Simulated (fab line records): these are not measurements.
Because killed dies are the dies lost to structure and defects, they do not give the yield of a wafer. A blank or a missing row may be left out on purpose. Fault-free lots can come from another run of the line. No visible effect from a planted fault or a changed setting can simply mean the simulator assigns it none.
fab line records	flow gf180mcu	part 1 of 2: steps 1 to 25 of 34
record: lots: 5	wafers: 15	lastDay: 33
route steps=602 shown HV_LDD@220 NSD@235 PSD@248
lots with no fault: from the same line, run without faults
startH: start of the lot's first displayed wafer, in hours after the record's first day	waitH: hours since the lot's step before	" unchanged from the row above	L1.1+2: one row covering several wafers at once	- no value, or no start given	* or withheld: withheld	< > ~ a bound
route shown NAME@n: a module of which the file shows steps, and the number in the route of the first	usual: mean/standard deviation of fault-free wafers	same: alike in all rows	chamber/n: place in a boat	sites: each site's reading	_std_site: the standard deviation of these	_edge_site: outer sites' mean less inner sites'	radiusMm: for every site, how far away it sits from the centre of the wafer	mask NAME#n: copy n	behind: the last tool/chamber to shape the wafer	hold: cause of the lot's hold/its duration in hours/its outcome	device: whichever transistor did not switch (one of n, p or np)	end of line: at the end of the route, the tests of the same wafers	a step given without rows: its recipe and nothing more	killed: not the wafer's yield, but the dies lost to structure and defects at the first sort	map: the dies of a wafer, with x for killed, . for not killed, _ for no die there
set.NAME: the run value of the setting; set.NAME@STEP: its run value at that earlier step	model.NAME: the simulator's own value behind a step, which no gauge read
certain route steps with their lots: each step a table, each wafer a row
services: from which hour (startH, from the record's first day; less than 0 if before it) a tool's chamber was out of use, for how many hours, and why
== steps ==
step: GF_HV_LDD_PEB_44
recipe: tempC: withheld	timeS: *	resist: NOVOLAK
usual: exhaustPa: 45.1/0.93
lot.wafer	tool	chamber	startH	waitH	exhaustPa
L075.1	lithoTrack-03	0	-	-	45.5
L075.2	"	0	"	"	45.7
L075.4	"	0	"	"	45.4
L077.1	lithoTrack-03	0	-	-	44.7
L077.2	"	0	"	"	42.7
L077.5	"	0	"	"	45.8
L083.2	lithoTrack-04	0	-	-	45.4
L083.4	"	0	"	"	45.1
L083.5	"	0	"	"	44.6
L087.1	lithoTrack-03	0	-	-	45.5
L087.2	"	0	"	"	46.3
L087.6	"	0	"	"	44.4
L092.2	lithoTrack-01	0	-	-	44.3
L092.5	"	0	"	"	45.2
L092.6	"	0	"	"	43.6
step: GF_HV_LDD_DEVELOP_45
recipe: developTimeS: 60	devTempC: 23
usual: exhaustPa: 45.0/0.84
lot.wafer	tool	chamber	startH	waitH	exhaustPa
L075.1	lithoTrack-03	0	284.02	0.1	46.0
L075.2	"	0	"	"	44.9
L075.4	"	0	"	"	45.8
L077.1	lithoTrack-03	0	294.22	0.1	44.8
L077.2	"	0	"	"	45.1
L077.5	"	0	"	"	45.7
L083.2	lithoTrack-04	0	343.22	0.1	45.5
L083.4	"	0	"	"	45.1
L083.5	"	0	"	"	45.3
L087.1	lithoTrack-03	0	376.97	0.1	45.1
L087.2	"	0	"	"	46.7
L087.6	"	0	"	"	45.5
L092.2	lithoTrack-01	0	414.38	0.1	42.9
L092.5	"	0	"	"	44.0
L092.6	"	0	"	"	43.7
step: GF_HV_LDD_CD_MEAS_46
recipe: targetCdNm: 400
usual: cdNm: 399.4/2.6
lot.wafer	tool	chamber	startH	waitH	cdNm
L075.1	cdSem-02	-	284.17	0.1	399.6
L075.2	"	-	"	"	401.2
L075.4	"	-	"	"	400.0
L077.1	cdSem-01	-	294.37	0.1	397.1
L077.2	"	-	"	"	397.7
L077.5	"	-	"	"	397.9
L083.2	cdSem-02	-	343.37	0.1	400.2
L083.4	"	-	"	"	397.2
L083.5	"	-	"	"	397.3
L087.1	cdSem-02	-	377.12	0.1	401.2
L087.2	"	-	"	"	402.8
L087.6	"	-	"	"	401.5
L092.2	cdSem-01	-	414.52	0.1	397.0
L092.5	"	-	"	"	397.2
L092.6	"	-	"	"	398.0
step: GF_HV_LDD_OVL_MEAS_47
usual: HV_LDD_03_OVL: 0.2/1.7
lot.wafer	tool	chamber	startH	waitH	HV_LDD_03_OVL[nm]
L075.1	overlay-01	-	284.29	0.1	0.0
L075.2	"	-	"	"	-1.0
L075.4	"	-	"	"	-1.1
L077.1	overlay-02	-	294.49	0.1	1.1
L077.2	"	-	"	"	1.5
L077.5	"	-	"	"	2.1
L083.2	overlay-02	-	343.48	0.1	2.7
L083.4	"	-	"	"	1.6
L083.5	"	-	"	"	2.0
L087.1	overlay-01	-	377.24	0.1	0.7
L087.2	"	-	"	"	-0.2
L087.6	"	-	"	"	-0.8
L092.2	overlay-02	-	414.63	0.1	2.9
L092.5	"	-	"	"	1.7
L092.6	"	-	"	"	1.8
step: GF_HV_LDD_IMPLANT_48
recipe: species: B	energyKev: 25	doseCm2: 3e+13	tiltDeg: 7
usual: endStationPressureTorr: 5.11e-06/2.5e-07
lot.wafer	tool	chamber	startH	waitH	endStationPressureTorr
L075.1	implanter-01	0	284.33	0.0	4.95e-06
L075.2	"	0	"	"	4.71e-06
L075.4	"	0	"	"	5.47e-06
L077.1	implanter-04	0	294.52	0.0	4.91e-06
L077.2	"	0	"	"	5.07e-06
L077.5	"	0	"	"	5.28e-06
L083.2	implanter-02	0	343.53	0.0	5.25e-06
L083.4	"	0	"	"	5.23e-06
L083.5	"	0	"	"	5.24e-06
L087.1	implanter-04	0	377.27	0.0	5.12e-06
L087.2	"	0	"	"	5.37e-06
L087.6	"	0	"	"	5.21e-06
L092.2	implanter-02	0	414.68	0.0	5.38e-06
L092.5	"	0	"	"	4.75e-06
L092.6	"	0	"	"	5.19e-06
step: GF_HV_LDD_STRIP_49
recipe: chemistry: O2/N2	powerW: 1400	pressureMtorr: 1500	platenTempC: 250	o2FlowSccm: 3000	n2FlowSccm: 300	overashFraction: 0.5
usual: chamberPressureMTorr: 1500.0/1.3	drypumpMotorCurrentA: 5.6/0.47	heaterPowerW: 324/24	n2FlowSccm: 300.2/0.94	oesProductAu: 0.716/0.0044	stripTimeToEndpointS: 12.64/0.042
lot.wafer	tool	chamber	startH	waitH	chamberPressureMTorr	drypumpMotorCurrentA	heaterPowerW	n2FlowSccm	oesProductAu	rfHoursCounterH	stripTimeToEndpointS
L075.1	plasmaAsher-04	0	284.48	0.1	1500.0	5.6	349	300.4	0.713	64	12.61
L075.2	"	1	"	"	1498.6	6.2	287	298.8	0.709	64	12.66
L075.4	"	1	"	"	1498.7	6.2	286	300.0	0.719	-	12.64
L077.1	plasmaAsher-01	0	294.67	0.1	1502.5	5.6	302	299.7	0.710	54	12.62
L077.2	"	1	"	"	1500.0	4.9	342	299.6	0.717	54	12.64
L077.5	"	0	"	"	1498.9	5.6	305	299.4	0.710	-	12.66
L083.2	plasmaAsher-03	1	343.66	0.1	1500.9	6.1	344	300.7	0.713	22	12.58
L083.4	"	1	"	"	1499.9	6.1	339	299.9	0.712	-	12.62
L083.5	"	1	"	"	1499.4	6.1	340	300.2	0.712	-	12.63
L087.1	plasmaAsher-01	1	377.42	0.1	1500.8	4.9	346	302.0	0.717	62	12.64
L087.2	"	0	"	"	1501.3	5.6	312	299.8	0.720	62	12.66
L087.6	"	0	"	"	1499.2	5.6	313	301.5	0.721	-	12.63
L092.2	plasmaAsher-04	1	414.81	0.1	1500.3	6.2	292	300.3	0.704	77	12.63
L092.5	"	0	"	"	1498.4	5.6	351	300.7	0.722	-	12.67
L092.6	"	1	"	"	1500.1	6.2	297	300.0	0.723	-	12.66
step: GF_HV_LDD_TW_MEAS_50
usual: HV_LDD_4_TW: 568/6.1
lot.wafer	tool	chamber	startH	waitH	HV_LDD_4_TW
L075.1	filmMetro-04	-	284.58	0.1	571
L075.2	"	-	"	"	572
L075.4	"	-	"	"	572
L077.1	filmMetro-03	-	294.77	0.1	577
L077.2	"	-	"	"	578
L077.5	"	-	"	"	578
L083.2	filmMetro-04	-	343.77	0.1	564
L083.4	"	-	"	"	567
L083.5	"	-	"	"	566
L087.1	filmMetro-04	-	377.52	0.1	569
L087.2	"	-	"	"	566
L087.6	"	-	"	"	569
L092.2	filmMetro-02	-	414.92	0.1	562
L092.5	"	-	"	"	564
L092.6	"	-	"	"	561
step: GF_HV_LDD_CLEAN_51
recipe: chemistry: SC1/SC2	mix: 1:4:20	tempC: 70	timeS: 150	dry: n2Spin
usual: bathHeatDutyPct: 13.7/1.4
lot.wafer	tool	chamber	startH	waitH	bathHeatDutyPct
L075.1	wetBench-02	1	284.64	0.1	15.0
L075.2	"	1	"	"	15.3
L075.4	"	1	"	"	15.5
L077.1	wetBench-04	2	294.86	0.1	13.5
L077.2	"	2	"	"	15.6
L077.5	"	2	"	"	14.8
L083.2	wetBench-02	2	343.82	0.0	15.1
L083.4	"	2	"	"	13.0
L083.5	"	2	"	"	14.3
L087.1	wetBench-02	3	377.58	0.1	17.1
L087.2	"	3	"	"	16.4
L087.6	"	3	"	"	15.7
L092.2	wetBench-02	3	414.97	0.0	15.9
L092.5	"	3	"	"	15.8
L092.6	"	3	"	"	14.6
step: GF_HV_LDD_RTA_52
recipe: tempC: 1000	timeS: 10	ambient: N2
usual: lampPowerPct: 33/3.9	wafer_temp_C_max: 1006.7/1.5
lot.wafer	tool	chamber	startH	waitH	lampPowerPct	wafer_temp_C_max
L075.1	rtpAnneal-02	0	284.69	0.0	28	1009.4
L075.2	"	0	"	"	28	1006.8
L075.4	"	0	"	"	28	1009.0
L077.1	rtpAnneal-01	0	294.91	0.0	36	1005.4
L077.2	"	0	"	"	36	1005.2
L077.5	"	0	"	"	36	1008.5
L083.2	rtpAnneal-02	0	343.88	0.0	28	1010.3
L083.4	"	0	"	"	29	1007.9
L083.5	"	0	"	"	28	1007.5
L087.1	rtpAnneal-01	0	377.63	0.0	36	1005.5
L087.2	"	0	"	"	36	1005.2
L087.6	"	0	"	"	36	1004.8
L092.2	rtpAnneal-01	0	415.04	0.0	36	1005.9
L092.5	"	0	"	"	36	1005.3
L092.6	"	0	"	"	36	1005.7
step: GF_HV_LDD_RS_MEAS_53
recipe: thkMeasGauge: four-point-probe
usual: HV_LDD_RS: 417.6/1
lot.wafer	tool	chamber	startH	waitH	HV_LDD_RS[ohm/sq]
L075.1	filmMetro-03	-	284.75	0.1	417.3
L075.2	"	-	"	"	416.2
L075.4	"	-	"	"	416.2
L077.1	filmMetro-03	-	294.98	0.1	416.9
L077.2	"	-	"	"	416.6
L077.5	"	-	"	"	417.5
L083.2	filmMetro-03	-	343.95	0.1	415.7
L083.4	"	-	"	"	415.4
L083.5	"	-	"	"	416.1
L087.1	filmMetro-03	-	377.70	0.1	419.0
L087.2	"	-	"	"	418.7
L087.6	"	-	"	"	419.2
L092.2	filmMetro-02	-	415.11	0.1	419.3
L092.5	"	-	"	"	419.2
L092.6	"	-	"	"	419.2
step: GF_HV_LDD_CVD_54
recipe: material: SiO2	targetThkNm: 10	precursor: TEOS	tempC: 680	timeS: 75	pressureMtorr: 400
lot.wafer	tool	chamber	startH	waitH
L075.1+2+4	lpcvd-01	0	284.87	0.1
L077.1+2+5	lpcvd-02	1	295.10	0.1
L083.2+4+5	lpcvd-02	0	344.05	0.1
L087.1+2+6	lpcvd-01	0	377.82	0.1
L092.2+5+6	lpcvd-02	1	415.21	0.1
step: GF_HV_LDD_THK_MEAS_55
recipe: reads: SiO2_of_HV_LDD_CVD_54
usual: HV_LDD_CVD_54_THK: 10.03/0.14
lot.wafer	tool	chamber	startH	waitH	HV_LDD_CVD_54_THK[nm]
L075.1	filmMetro-03	-	285.89	0.0	10.18
L075.2	"	-	"	"	10.19
L075.4	"	-	"	"	10.01
L077.1	filmMetro-02	-	296.12	0.0	10.01
L077.2	"	-	"	"	9.99
L077.5	"	-	"	"	10.00
L083.2	filmMetro-03	-	345.08	0.0	9.98
L083.4	"	-	"	"	10.00
L083.5	"	-	"	"	10.05
L087.1	filmMetro-03	-	378.84	0.0	10.06
L087.2	"	-	"	"	10.06
L087.6	"	-	"	"	9.93
L092.2	filmMetro-02	-	416.24	0.0	10.08
L092.5	"	-	"	"	10.02
L092.6	"	-	"	"	10.08
step: GF_HV_LDD_CVD_56
recipe: material: Si3N4	precursor: DCS/NH3	targetThkNm: 90	tempC: 770	timeS: 1543	pressureMtorr: 250
lot.wafer	tool	chamber	startH	waitH
L075.1+2+4	lpcvd-02	1	285.95	0.1
L077.1+2+5	lpcvd-01	0	296.18	0.1
L083.2+4+5	lpcvd-01	1	345.13	0.0
L087.1+2+6	lpcvd-01	0	378.90	0.1
L092.2+5+6	lpcvd-01	0	416.29	0.0
step: GF_HV_LDD_THK_MEAS_57
recipe: reads: Si3N4_of_HV_LDD_CVD_56
usual: HV_LDD_CVD_56_THK: 90.0/0.75
lot.wafer	tool	chamber	startH	waitH	HV_LDD_CVD_56_THK[nm]
L075.1	filmMetro-03	-	287.38	0.0	90.5
L075.2	"	-	"	"	90.3
L075.4	"	-	"	"	90.7
L077.1	filmMetro-03	-	297.61	0.0	89.9
L077.2	"	-	"	"	89.2
L077.5	"	-	"	"	89.2
L083.2	filmMetro-04	-	346.57	0.0	88.9
L083.4	"	-	"	"	88.7
L083.5	"	-	"	"	88.0
L087.1	filmMetro-03	-	380.33	0.0	89.4
L087.2	"	-	"	"	90.0
L087.6	"	-	"	"	89.5
L092.2	filmMetro-02	-	417.73	0.0	90.3
L092.5	"	-	"	"	90.2
L092.6	"	-	"	"	90.6
step: GF_HV_LDD_ETCHBACK_58
recipe: chemistry: CH3F/O2	target: Si3N4	stopOn: SiO2	sourceW: 400	biasW: 80	pressureMtorr: 25	ch3fFlowSccm: 40	O2_flow_sccm: 30	timeS: 100	targetDepthA: 900
usual: chamberPressureMTorr: 25.000/0.022	drypumpMotorCurrentA: 5.6/0.55	oesProductAu: 0.843/0.0053	throttleValvePct: 10.560/0.009
lot.wafer	tool	chamber	startH	waitH	chamberPressureMTorr	drypumpMotorCurrentA	oesProductAu	rfHoursCounterH	throttleValvePct
L075.1	rieDiel-01	1	287.44	0.1	24.991	4.7	0.852	13	10.578
L075.2	"	0	"	"	25.028	5.3	0.840	61	10.546
L075.4	"	3	"	"	25.031	6.4	0.849	2	10.568
L077.1	rieDiel-04	3	297.67	0.1	24.995	5.4	0.842	3	10.560
L077.2	"	2	"	"	24.977	6.2	0.838	102	10.548
L077.5	"	2	"	"	24.994	6.2	0.842	-	10.564
L083.2	rieDiel-04	2	346.62	0.0	24.991	6.2	0.843	103	10.578
L083.4	"	0	"	"	24.988	5.8	0.834	2	10.579
L083.5	"	0	"	"	24.990	5.8	0.834	-	10.565
L087.1	rieDiel-03	3	380.39	0.1	24.994	5.7	0.842	111	10.559
L087.2	"	1	"	"	24.985	5.4	0.839	90	10.546
L087.6	"	2	"	"	25.011	5.6	0.844	-	10.569
L092.2	rieDiel-01	2	417.78	0.0	24.986	6.2	0.844	19	10.561
L092.5	"	2	"	"	24.988	6.2	0.846	-	10.562
L092.6	"	1	"	"	24.995	4.7	0.845	-	10.564
step: GF_NSD_DEHYDRATE_00
recipe: tempC: 200	timeS: 60
usual: exhaustPa: 45.2/1.1
lot.wafer	tool	chamber	startH	waitH	exhaustPa
L075.1	lithoTrack-01	0	296.31	8.8	44.9
L075.2	"	0	"	"	45.3
L075.4	"	0	"	"	46.3
L077.1	lithoTrack-03	0	307.57	9.9	44.6
L077.2	"	0	"	"	46.7
L077.5	"	0	"	"	45.0
L083.2	lithoTrack-01	0	356.83	10.2	45.0
L083.4	"	0	"	"	45.3
L083.5	"	0	"	"	46.4
L087.1	lithoTrack-02	0	391.47	11.0	47.6
L087.2	"	0	"	"	46.2
L087.6	"	0	"	"	46.5
L092.2	lithoTrack-03	0	429.24	11.4	47.3
L092.5	"	0	"	"	47.2
L092.6	"	0	"	"	46.3
step: GF_NSD_HMDS_01
recipe: primeTimeS: 60	primeTempC: 120
usual: exhaustPa: 44.9/0.9
same: primeTimeS: 60
lot.wafer	tool	chamber	startH	waitH	exhaustPa
L075.1	lithoTrack-01	0	296.46	0.1	44.8
L075.2	"	0	"	"	44.6
L075.4	"	0	"	"	43.5
L077.1	lithoTrack-03	0	307.72	0.1	43.9
L077.2	"	0	"	"	44.2
L077.5	"	0	"	"	44.8
L083.2	lithoTrack-01	0	356.98	0.1	45.8
L083.4	"	0	"	"	44.6
L083.5	"	0	"	"	45.4
L087.1	lithoTrack-02	0	391.62	0.1	45.9
L087.2	"	0	"	"	45.2
L087.6	"	0	"	"	44.4
L092.2	lithoTrack-03	0	429.39	0.1	44.9
L092.5	"	0	"	"	44.4
L092.6	"	0	"	"	44.7
step: GF_NSD_COAT_02
recipe: resist: NOVOLAK	spinRpm: 3000	resistThkNm: 1000
usual: exhaustPa: 45.0/1
lot.wafer	tool	chamber	startH	waitH	exhaustPa
L075.1	lithoTrack-01	0	296.61	0.1	44.4
L075.2	"	0	"	"	44.4
L075.4	"	0	"	"	44.6
L077.1	lithoTrack-03	0	307.87	0.1	44.2
L077.2	"	0	"	"	45.2
L077.5	"	0	"	"	43.8
L083.2	lithoTrack-01	0	357.13	0.1	46.5
L083.4	"	0	"	"	46.1
L083.5	"	0	"	"	44.1
L087.1	lithoTrack-02	0	391.77	0.1	43.0
L087.2	"	0	"	"	44.3
L087.6	"	0	"	"	43.4
L092.2	lithoTrack-03	0	429.54	0.1	45.2
L092.5	"	0	"	"	45.5
L092.6	"	0	"	"	45.4
step: GF_NSD_SOFTBAKE_03
recipe: tempC: 90	timeS: 60	resist: NOVOLAK
usual: exhaustPa: 45.0/0.92
lot.wafer	tool	chamber	startH	waitH	exhaustPa
L075.1	lithoTrack-01	0	296.76	0.1	45.2
L075.2	"	0	"	"	44.8
L075.4	"	0	"	"	46.2
L077.1	lithoTrack-03	0	308.02	0.1	46.2
L077.2	"	0	"	"	45.9
L077.5	"	0	"	"	44.6
L083.2	lithoTrack-01	0	357.28	0.1	46.9
L083.4	"	0	"	"	45.3
L083.5	"	0	"	"	46.3
L087.1	lithoTrack-02	0	391.92	0.1	45.7
L087.2	"	0	"	"	45.1
L087.6	"	0	"	"	44.9
L092.2	lithoTrack-03	0	429.69	0.1	45.9
L092.5	"	0	"	"	43.2
L092.6	"	0	"	"	45.6
step: GF_NSD_EXPOSE_04
recipe: maskId: Nplus	targetCdNm: 400	na: 0.6	sourceShape: conventional	sigmaOuter: 0.6	doseMj: 140
usual: exposureDoseMJCm2: 140.01/0.13
lot.wafer	tool	chamber	startH	waitH	mask	exposureDoseMJCm2
L075.1	ilineStepper-02	0	-	-	Nplus#0	140.15
L075.2	"	0	"	"	Nplus#0	139.99
L075.4	"	0	"	"	Nplus#0	139.97
L077.1	ilineStepper-02	0	-	-	Nplus#0	140.01
L077.2	"	0	"	"	Nplus#0	140.19
L077.5	"	0	"	"	Nplus#0	139.94
L083.2	ilineStepper-02	0	-	-	Nplus#0	139.89
L083.4	"	0	"	"	Nplus#0	140.03
L083.5	"	0	"	"	Nplus#0	140.06
L087.1	ilineStepper-02	0	-	-	Nplus#0	139.83
L087.2	"	0	"	"	Nplus#0	140.15
L087.6	"	0	"	"	Nplus#0	140.11
L092.2	ilineStepper-01	0	-	-	Nplus#0	139.97
L092.5	"	0	"	"	Nplus#0	139.93
L092.6	"	0	"	"	Nplus#0	140.10
step: GF_NSD_PEB_05
recipe: tempC: withheld	timeS: *	resist: NOVOLAK
usual: exhaustPa: 45.1/0.93
lot.wafer	tool	chamber	startH	waitH	exhaustPa
L075.1	lithoTrack-02	0	-	-	45.5
L075.2	"	0	"	"	45.1
L075.4	"	0	"	"	45.1
L077.1	lithoTrack-02	0	-	-	46.4
L077.2	"	0	"	"	45.4
L077.5	"	0	"	"	46.1
L083.2	lithoTrack-02	0	-	-	44.7
L083.4	"	0	"	"	43.8
L083.5	"	0	"	"	44.6
L087.1	lithoTrack-03	0	-	-	46.7
L087.2	"	0	"	"	45.1
L087.6	"	0	"	"	44.8
L092.2	lithoTrack-02	0	-	-	44.9
L092.5	"	0	"	"	46.1
L092.6	"	0	"	"	45.8
step: GF_NSD_DEVELOP_06
recipe: developTimeS: 60	devTempC: 23
usual: exhaustPa: 45.0/0.82
lot.wafer	tool	chamber	startH	waitH	exhaustPa
L075.1	lithoTrack-02	0	307.07	0.1	46.1
L075.2	"	0	"	"	45.1
L075.4	"	0	"	"	46.1
L077.1	lithoTrack-02	0	317.32	0.1	45.3
L077.2	"	0	"	"	45.6
L077.5	"	0	"	"	45.1
L083.2	lithoTrack-02	0	368.55	0.1	44.9
L083.4	"	0	"	"	44.2
L083.5	"	0	"	"	44.6
L087.1	lithoTrack-03	0	402.92	0.1	44.7
L087.2	"	0	"	"	45.2
L087.6	"	0	"	"	45.9
L092.2	lithoTrack-02	0	441.94	0.1	44.5
L092.5	"	0	"	"	46.7
L092.6	"	0	"	"	45.2
step: GF_NSD_CD_MEAS_07
recipe: targetCdNm: 400
usual: cdNm: 400.4/2.2
lot.wafer	tool	chamber	startH	waitH	cdNm
L075.1	cdSem-02	-	307.22	0.1	397.3
L075.2	"	-	"	"	397.2
L075.4	"	-	"	"	397.1
L077.1	cdSem-02	-	317.47	0.1	402.7
L077.2	"	-	"	"	402.1
L077.5	"	-	"	"	402.4
L083.2	cdSem-02	-	368.69	0.1	399.1
L083.4	"	-	"	"	398.8
L083.5	"	-	"	"	398.0
L087.1	cdSem-02	-	403.07	0.1	397.4
L087.2	"	-	"	"	397.2
L087.6	"	-	"	"	398.5
L092.2	cdSem-02	-	442.09	0.1	399.2
L092.5	"	-	"	"	400.9
L092.6	"	-	"	"	400.1
step: GF_NSD_OVL_MEAS_08
usual: NSD_OVL: -0.5/1.2
lot.wafer	tool	chamber	startH	waitH	NSD_OVL[nm]
L075.1	overlay-02	-	307.34	0.1	-0.7
L075.2	"	-	"	"	-1.0
L075.4	"	-	"	"	-1.2
L077.1	overlay-02	-	317.59	0.1	1.7
L077.2	"	-	"	"	1.2
L077.5	"	-	"	"	0.9
L083.2	overlay-02	-	368.80	0.1	-0.6
L083.4	"	-	"	"	-1.6
L083.5	"	-	"	"	-0.4
L087.1	overlay-02	-	403.19	0.1	-0.1
L087.2	"	-	"	"	-0.4
L087.6	"	-	"	"	-0.5
L092.2	overlay-02	-	442.20	0.1	-0.4
L092.5	"	-	"	"	0.6
L092.6	"	-	"	"	-0.4
step: GF_NSD_IMPLANT_09
recipe: species: As	energyKev: 60	doseCm2: 4e+15	tiltDeg: 7
usual: endStationPressureTorr: 1.39e-05/7.6e-07
lot.wafer	tool	chamber	startH	waitH	endStationPressureTorr
L075.1	implanter-04	0	307.38	0.0	1.32e-05
L075.2	"	0	"	"	1.41e-05
L075.4	"	0	"	"	1.45e-05
L077.1	implanter-04	0	317.63	0.0	1.35e-05
L077.2	"	0	"	"	1.4e-05
L077.5	"	0	"	"	1.44e-05
L083.2	implanter-01	0	368.85	0.0	1.32e-05
L083.4	"	0	"	"	1.36e-05
L083.5	"	0	"	"	1.38e-05
L087.1	implanter-04	0	403.22	0.0	1.41e-05
L087.2	"	0	"	"	1.35e-05
L087.6	"	0	"	"	1.35e-05
L092.2	implanter-04	0	442.25	0.0	1.23e-05
L092.5	"	0	"	"	1.36e-05
L092.6	"	0	"	"	1.27e-05
